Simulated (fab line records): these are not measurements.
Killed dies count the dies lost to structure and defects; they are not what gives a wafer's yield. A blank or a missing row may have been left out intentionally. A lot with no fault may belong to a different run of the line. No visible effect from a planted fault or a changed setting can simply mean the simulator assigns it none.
Which tool did it? / flow sky130 / 10 lots, 30 wafers sampled, at 5 steps of a route of 708

WHAT THE GAUGES READ, wafer by wafer
SKY_LDD_N_TW_MEAS_17.
lot=L212; measured=day 18 03:00; on=filmMetro-02; LDD_N_TW=2601 2588 2601
lot=L216; measured=day 19 11:25; on=filmMetro-02; LDD_N_TW=2601 2602 2592
lot=L218; measured=day 20 13:45; on=filmMetro-01; LDD_N_TW=2588 2574 2586
lot=L221; measured=day 21 04:58; on=filmMetro-02; LDD_N_TW=2596 2602 2598
lot=L222; measured=day 21 18:02; on=filmMetro-01; LDD_N_TW=2577 2572 2578
lot=L223; measured=day 22 04:40; on=filmMetro-02; LDD_N_TW=2592 2600 2602
lot=L224; measured=day 22 08:43; on=filmMetro-01; LDD_N_TW=2582 2584 2592
lot=L229; measured=day 24 02:15; on=filmMetro-04; LDD_N_TW=2612 2606 2611
lot=L231; measured=day 24 19:36; on=filmMetro-04; LDD_N_TW=2685 2683 2677 2678 2681 2686
lot=L234; measured=day 25 11:28; on=filmMetro-02; LDD_N_TW=2664 2668 2668

EACH LOT AND THE TOOL THAT RAN IT (in order: tool; ch and the chambers of the sampled wafers; start)
lot=L212; SKY_VT_ADJUST_PCH_STRIP_09=plasmaAsher-04 ch 0,1, day 10 06:21; SKY_RES_PROTECT_STRIP_07=plasmaAsher-01 ch 0,1, day 15 11:31; SKY_LDD_N_IMPLANT_11=implanter-01 ch 0, day 18 02:09; SKY_LDD_N_STRIP_16=plasmaAsher-03 ch 0,1, day 18 02:54
lot=L216; SKY_VT_ADJUST_PCH_STRIP_09=plasmaAsher-01 ch 0,1, day 11 17:48; SKY_RES_PROTECT_STRIP_07=plasmaAsher-03 ch 0,1, day 16 16:01; SKY_LDD_N_IMPLANT_11=implanter-02 ch 0, day 19 10:35; SKY_LDD_N_STRIP_16=plasmaAsher-02 ch 0,1, day 19 11:18
lot=L218; SKY_VT_ADJUST_PCH_STRIP_09=plasmaAsher-01 ch 0,1, day 12 11:23; SKY_RES_PROTECT_STRIP_07=plasmaAsher-03 ch 0,1, day 17 18:27; SKY_LDD_N_IMPLANT_11=implanter-02 ch 0, day 20 12:56; SKY_LDD_N_STRIP_16=plasmaAsher-04 ch 0,1, day 20 13:39
lot=L221; SKY_VT_ADJUST_PCH_STRIP_09=plasmaAsher-01 ch 0,1, day 13 08:05; SKY_RES_PROTECT_STRIP_07=plasmaAsher-02 ch 0,1, day 18 11:18; SKY_LDD_N_IMPLANT_11=implanter-01 ch 0, day 21 04:10; SKY_LDD_N_STRIP_16=plasmaAsher-03 ch 0,1, day 21 04:52
lot=L222; SKY_VT_ADJUST_PCH_STRIP_09=plasmaAsher-02 ch 0,1, day 13 13:32; SKY_RES_PROTECT_STRIP_07=plasmaAsher-03 ch 0,1, day 18 21:45; SKY_LDD_N_IMPLANT_11=implanter-04 ch 0, day 21 17:13; SKY_LDD_N_STRIP_16=plasmaAsher-03 ch 0,1, day 21 17:57
lot=L223; SKY_VT_ADJUST_PCH_STRIP_09=plasmaAsher-02 ch 0,1, day 14 02:11; SKY_RES_PROTECT_STRIP_07=plasmaAsher-03 ch 0,1, day 19 07:16; SKY_LDD_N_IMPLANT_11=implanter-01 ch 0, day 22 03:51; SKY_LDD_N_STRIP_16=plasmaAsher-02 ch 0,1, day 22 04:35
lot=L224; SKY_VT_ADJUST_PCH_STRIP_09=plasmaAsher-04 ch 1, day 14 07:55; SKY_RES_PROTECT_STRIP_07=plasmaAsher-01 ch 0,1, day 19 14:40; SKY_LDD_N_IMPLANT_11=implanter-04 ch 0, day 22 07:52; SKY_LDD_N_STRIP_16=plasmaAsher-04 ch 0, day 22 08:37
lot=L229; SKY_VT_ADJUST_PCH_STRIP_09=plasmaAsher-01 ch 0, day 15 21:25; SKY_RES_PROTECT_STRIP_07=plasmaAsher-03 ch 0,1, day 21 08:31; SKY_LDD_N_IMPLANT_11=implanter-02 ch 0, day 24 01:24; SKY_LDD_N_STRIP_16=plasmaAsher-04 ch 0,1, day 24 02:09
lot=L231; SKY_VT_ADJUST_PCH_STRIP_09=plasmaAsher-02 ch 0,1, day 16 11:48; SKY_RES_PROTECT_STRIP_07=plasmaAsher-02 ch 0,1, day 22 03:10; SKY_LDD_N_IMPLANT_11=implanter-02 ch 0, day 24 18:45; SKY_LDD_N_STRIP_16=plasmaAsher-04 ch 0,1, day 24 19:30
lot=L234; SKY_VT_ADJUST_PCH_STRIP_09=plasmaAsher-04 ch 0,1, day 17 06:14; SKY_RES_PROTECT_STRIP_07=plasmaAsher-01 ch 0,1, day 22 19:51; SKY_LDD_N_IMPLANT_11=implanter-02 ch 0, day 25 10:39; SKY_LDD_N_STRIP_16=plasmaAsher-04 ch 0,1, day 25 11:23
- SKY_VT_ADJUST_PCH_STRIP_09: strips in O2/N2.
- SKY_RES_PROTECT_STRIP_07: strips in O2/N2.
- SKY_LDD_N_IMPLANT_11
- SKY_LDD_N_STRIP_16: strips in O2/N2.

WHAT THE TOOLS THEMSELVES READ (means of the sampled wafers that have a number; where no wafer has one, the mark that the record gives instead)
SKY_VT_ADJUST_PCH_STRIP_09.
lot=L212; tool=plasmaAsher-04; drypumpMotorCurrentA (A)=5.6; oesProductAu (a.u.)=0.720; stripTimeToEndpointS (s)=36.97
lot=L216; tool=plasmaAsher-01; drypumpMotorCurrentA (A)=4.9; oesProductAu (a.u.)=0.723; stripTimeToEndpointS (s)=37.00
lot=L218; tool=plasmaAsher-01; drypumpMotorCurrentA (A)=5.1; oesProductAu (a.u.)=0.724; stripTimeToEndpointS (s)=36.85
lot=L221; tool=plasmaAsher-01; drypumpMotorCurrentA (A)=5.1; oesProductAu (a.u.)=0.725; stripTimeToEndpointS (s)=36.92
lot=L222; tool=plasmaAsher-02; drypumpMotorCurrentA (A)=6.0; oesProductAu (a.u.)=0.722; stripTimeToEndpointS (s)=36.92
lot=L223; tool=plasmaAsher-02; drypumpMotorCurrentA (A)=6.3; oesProductAu (a.u.)=0.724; stripTimeToEndpointS (s)=36.94
lot=L224; tool=plasmaAsher-04; drypumpMotorCurrentA (A)=6.7; oesProductAu (a.u.)=0.722; stripTimeToEndpointS (s)=36.96
lot=L229; tool=plasmaAsher-01; drypumpMotorCurrentA (A)=4.9; oesProductAu (a.u.)=0.725; stripTimeToEndpointS (s)=36.88
lot=L231; tool=plasmaAsher-02; drypumpMotorCurrentA (A)=6.0; oesProductAu (a.u.)=0.715; stripTimeToEndpointS (s)=36.82
lot=L234; tool=plasmaAsher-04; drypumpMotorCurrentA (A)=6.2; oesProductAu (a.u.)=0.724; stripTimeToEndpointS (s)=36.90

SKY_RES_PROTECT_STRIP_07.
lot=L212; tool=plasmaAsher-01; drypumpMotorCurrentA (A)=5.0; oesProductAu (a.u.)=0.520; stripTimeToEndpointS (s)=23.35
lot=L216; tool=plasmaAsher-03; drypumpMotorCurrentA (A)=5.9; oesProductAu (a.u.)=0.524; stripTimeToEndpointS (s)=23.35
lot=L218; tool=plasmaAsher-03; drypumpMotorCurrentA (A)=5.9; oesProductAu (a.u.)=0.520; stripTimeToEndpointS (s)=23.31
lot=L221; tool=plasmaAsher-02; drypumpMotorCurrentA (A)=6.2; oesProductAu (a.u.)=0.515; stripTimeToEndpointS (s)=23.27
lot=L222; tool=plasmaAsher-03; drypumpMotorCurrentA (A)=5.9; oesProductAu (a.u.)=0.517; stripTimeToEndpointS (s)=23.32
lot=L223; tool=plasmaAsher-03; drypumpMotorCurrentA (A)=5.6; oesProductAu (a.u.)=0.519; stripTimeToEndpointS (s)=23.24
lot=L224; tool=plasmaAsher-01; drypumpMotorCurrentA (A)=5.1; oesProductAu (a.u.)=0.514; stripTimeToEndpointS (s)=23.32
lot=L229; tool=plasmaAsher-03; drypumpMotorCurrentA (A)=5.6; oesProductAu (a.u.)=0.517; stripTimeToEndpointS (s)=23.28
lot=L231; tool=plasmaAsher-02; drypumpMotorCurrentA (A)=6.0; oesProductAu (a.u.)=0.516; stripTimeToEndpointS (s)=23.28
lot=L234; tool=plasmaAsher-01; drypumpMotorCurrentA (A)=5.1; oesProductAu (a.u.)=0.516; stripTimeToEndpointS (s)=23.28

SKY_LDD_N_IMPLANT_11.
lot=L212; tool=implanter-01; beamOnS (s)=10.07; doseIonsCm2=7.506e+13; faradayCurrentUA=420
lot=L216; tool=implanter-02; beamOnS (s)=10.09; doseIonsCm2=7.505e+13; faradayCurrentUA=419
lot=L218; tool=implanter-02; beamOnS (s)=10.07; doseIonsCm2=7.507e+13; faradayCurrentUA=419
lot=L221; tool=implanter-01; beamOnS (s)=10.14; doseIonsCm2=7.502e+13; faradayCurrentUA=418
lot=L222; tool=implanter-04; beamOnS (s)=10.05; doseIonsCm2=7.489e+13; faradayCurrentUA=422
lot=L223; tool=implanter-01; beamOnS (s)=10.07; doseIonsCm2=7.499e+13; faradayCurrentUA=420
lot=L224; tool=implanter-04; beamOnS (s)=9.98; doseIonsCm2=7.501e+13; faradayCurrentUA=422
lot=L229; tool=implanter-02; beamOnS (s)=10.07; doseIonsCm2=7.501e+13; faradayCurrentUA=420
lot=L231; tool=implanter-02; beamOnS (s)=12.00; doseIonsCm2=1.216e+14; faradayCurrentUA=573
lot=L234; tool=implanter-02; beamOnS (s)=12.16; doseIonsCm2=1.216e+14; faradayCurrentUA=563

SKY_LDD_N_STRIP_16.
lot=L212; tool=plasmaAsher-03; drypumpMotorCurrentA (A)=5.9; oesProductAu (a.u.)=0.405; stripTimeToEndpointS (s)=4.316
lot=L216; tool=plasmaAsher-02; drypumpMotorCurrentA (A)=6.0; oesProductAu (a.u.)=0.412; stripTimeToEndpointS (s)=4.303
lot=L218; tool=plasmaAsher-04; drypumpMotorCurrentA (A)=5.7; oesProductAu (a.u.)=0.409; stripTimeToEndpointS (s)=4.302
lot=L221; tool=plasmaAsher-03; drypumpMotorCurrentA (A)=5.9; oesProductAu (a.u.)=0.409; stripTimeToEndpointS (s)=4.323
lot=L222; tool=plasmaAsher-03; drypumpMotorCurrentA (A)=5.9; oesProductAu (a.u.)=0.406; stripTimeToEndpointS (s)=4.309
lot=L223; tool=plasmaAsher-02; drypumpMotorCurrentA (A)=6.2; oesProductAu (a.u.)=0.407; stripTimeToEndpointS (s)=4.330
lot=L224; tool=plasmaAsher-04; drypumpMotorCurrentA (A)=5.1; oesProductAu (a.u.)=0.409; stripTimeToEndpointS (s)=4.325
lot=L229; tool=plasmaAsher-04; drypumpMotorCurrentA (A)=5.6; oesProductAu (a.u.)=0.405; stripTimeToEndpointS (s)=4.303
lot=L231; tool=plasmaAsher-04; drypumpMotorCurrentA (A)=6.2; oesProductAu (a.u.)=0.409; stripTimeToEndpointS (s)=4.442
lot=L234; tool=plasmaAsher-04; drypumpMotorCurrentA (A)=5.6; oesProductAu (a.u.)=0.406; stripTimeToEndpointS (s)=4.430

THE ANSWER, worked out from the rows above alone
Rule: the lots themselves supply what counts as usual. The widest of any qualifying gaps counts: lots, ordered by their means at a reading, are off when they make up no more than a third of the lots, leave a main group of 4 or more, and stand apart from it by 3 or more times the standard deviation of that group's means. A main group whose means are all the same, to the digits that the tables above print for the reading, isn't used. Also off: a lot with no number at a reading for which 4 or more lots have one. All remaining lots with rows at the step are treated as sound. The gauges are gone through in route order, then the tools' own readings, and for those a lot's mean is taken as printed above. At the first step where some lot is off, the reading lying furthest off is the one used; lots without a number count as furthest.
Off: at SKY_LDD_N_TW_MEAS_17 (LDD_N_TW), L231, L234. For the main group the mean is 2593 and the standard deviation 10.
If a tool, at a process step before that reading, ran all the lots that are off and no sound lot after the first of them, it fits. The gauges at SKY_LDD_N_TW_MEAS_17 aren't tried: what is off there is off at SKY_LDD_N_IMPLANT_11 too, on other tools, and a gauge's error can't cause that. Can't be told from this: 2 tools fit, implanter-02 at SKY_LDD_N_IMPLANT_11, plasmaAsher-04 at SKY_LDD_N_STRIP_16.

WHAT HAD BEEN PUT IN BY THE SIMULATOR
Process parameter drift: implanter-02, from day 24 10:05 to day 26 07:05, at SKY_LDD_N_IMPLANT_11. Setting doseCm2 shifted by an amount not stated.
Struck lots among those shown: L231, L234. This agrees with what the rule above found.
